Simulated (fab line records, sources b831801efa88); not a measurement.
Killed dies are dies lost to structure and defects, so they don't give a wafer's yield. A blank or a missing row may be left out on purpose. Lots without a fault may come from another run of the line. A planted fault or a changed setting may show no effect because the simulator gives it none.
Tool commonality check | flow gf180mcu | 12 lots, 36 wafers sampled

WHY IT WAS OPENED
At GF_STI_THK_MEAS_04 the reading STI_CVD_03_THK is flagged on 2 of 12 lots. Wafers without a fault read 206.8 nm, standard deviation 2.1.
Rule: a lot is flagged when every wafer of it that has a number lies more than 4 standard deviations from that mean, or none has a number. The other lots count as sound.

lot  | measured    | on            | STI_CVD_03_THK (nm), wafer by wafer | flag
L695 | day 1 18:34 | film_metro-02 | 211.4 210.6 208.9                   |
L697 | day 2 04:35 | film_metro-02 | 206.2 206.3 207.0                   |
L699 | day 2 14:39 | film_metro-04 | 207.3 205.1 208.0                   |
L700 | day 2 19:34 | film_metro-04 | 207.2 206.0 205.8                   |
L702 | day 3 08:14 | film_metro-01 | 206.4 205.3 207.7                   |
L704 | day 3 15:34 | film_metro-01 | 204.1 202.6 202.5                   |
L705 | day 3 20:41 | film_metro-01 | 205.1 205.2 204.7                   |
L706 | day 4 02:35 | film_metro-02 | 210.1 209.5 207.0                   |
L707 | day 4 10:44 | film_metro-04 | 205.7 206.9 207.2                   |
L715 | day 5 22:34 | film_metro-02 | 223.8 222.6 221.5                   | FLAGGED
L716 | day 6 04:05 | film_metro-02 | 226.5 226.4 225.7                   | FLAGGED
L717 | day 6 08:34 | film_metro-02 | 210.0 208.0 208.3                   |
The numbers of the flagged lots are 224.4 nm on average: +17.6 nm against the usual, or +8 standard deviations.

WHICH TOOL RAN EACH LOT
The record holds 1 process step before the reading, out of a route of 602 steps. In each cell: the tool, then ch and the chambers that the sampled wafers went through, then the start.
lot  | flag    | GF_STI_CVD_03
L695 |         | lpcvd-02 ch 0, day 1 16:34
L697 |         | lpcvd-02 ch 1, day 2 02:34
L699 |         | lpcvd-01 ch 1, day 2 12:40
L700 |         | lpcvd-01 ch 1, day 2 17:34
L702 |         | lpcvd-02 ch 0, day 3 05:14
L704 |         | lpcvd-01 ch 1, day 3 13:34
L705 |         | lpcvd-01 ch 1, day 3 18:41
L706 |         | lpcvd-02 ch 1, day 4 00:35
L707 |         | lpcvd-01 ch 1, day 4 08:45
L715 | FLAGGED | lpcvd-01 ch 0, day 5 20:34
L716 | FLAGGED | lpcvd-01 ch 1, day 6 02:04
L717 |         | lpcvd-02 ch 0, day 6 06:34
What these steps do:
- GF_STI_CVD_03: deposits Si3N4 from DCS/NH3, target thk 207.16 nm, time 3551 s.
- GF_STI_THK_MEAS_04

FLAGGED OVER TOTAL, TOOL BY TOOL (the gauges that took the reading come last)
step               | tool          | lots run | flagged | share of the flagged lots | sound lots run after its first flagged lot
GF_STI_CVD_03      | lpcvd-01      | 7        | 2       | all                       | 0
GF_STI_CVD_03      | lpcvd-02      | 5        | 0       | none                      | -
GF_STI_THK_MEAS_04 | film_metro-01 | 3        | 0       | none                      | -
GF_STI_THK_MEAS_04 | film_metro-02 | 6        | 2       | all                       | 1 (L717)
GF_STI_THK_MEAS_04 | film_metro-04 | 3        | 0       | none                      | -

WHAT THE TABLE ALLOWS
2 rows of the table ran every flagged lot: lpcvd-01 at GF_STI_CVD_03, film_metro-02 at GF_STI_THK_MEAS_04.
- lpcvd-01 at GF_STI_CVD_03: 2 of its 7 lots flagged. Its last sound lot is L707 (day 4 08:45), its first flagged lot L715 (day 5 20:34): a fault that began between those two fits.
- film_metro-02 at GF_STI_THK_MEAS_04: 2 of its 6 lots flagged. Sound lots ran on it after the first flagged one (L717), which a lasting fault on the whole tool wouldn't allow.
One tool is left: lpcvd-01 at GF_STI_CVD_03.

WHAT THE SIMULATOR HAD PUT IN
Process parameter drift: lpcvd-01, from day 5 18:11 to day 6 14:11, at GF_STI_CVD_03. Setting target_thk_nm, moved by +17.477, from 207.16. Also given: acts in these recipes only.
Lots struck among those shown: L715, L716. The rule above found the same.
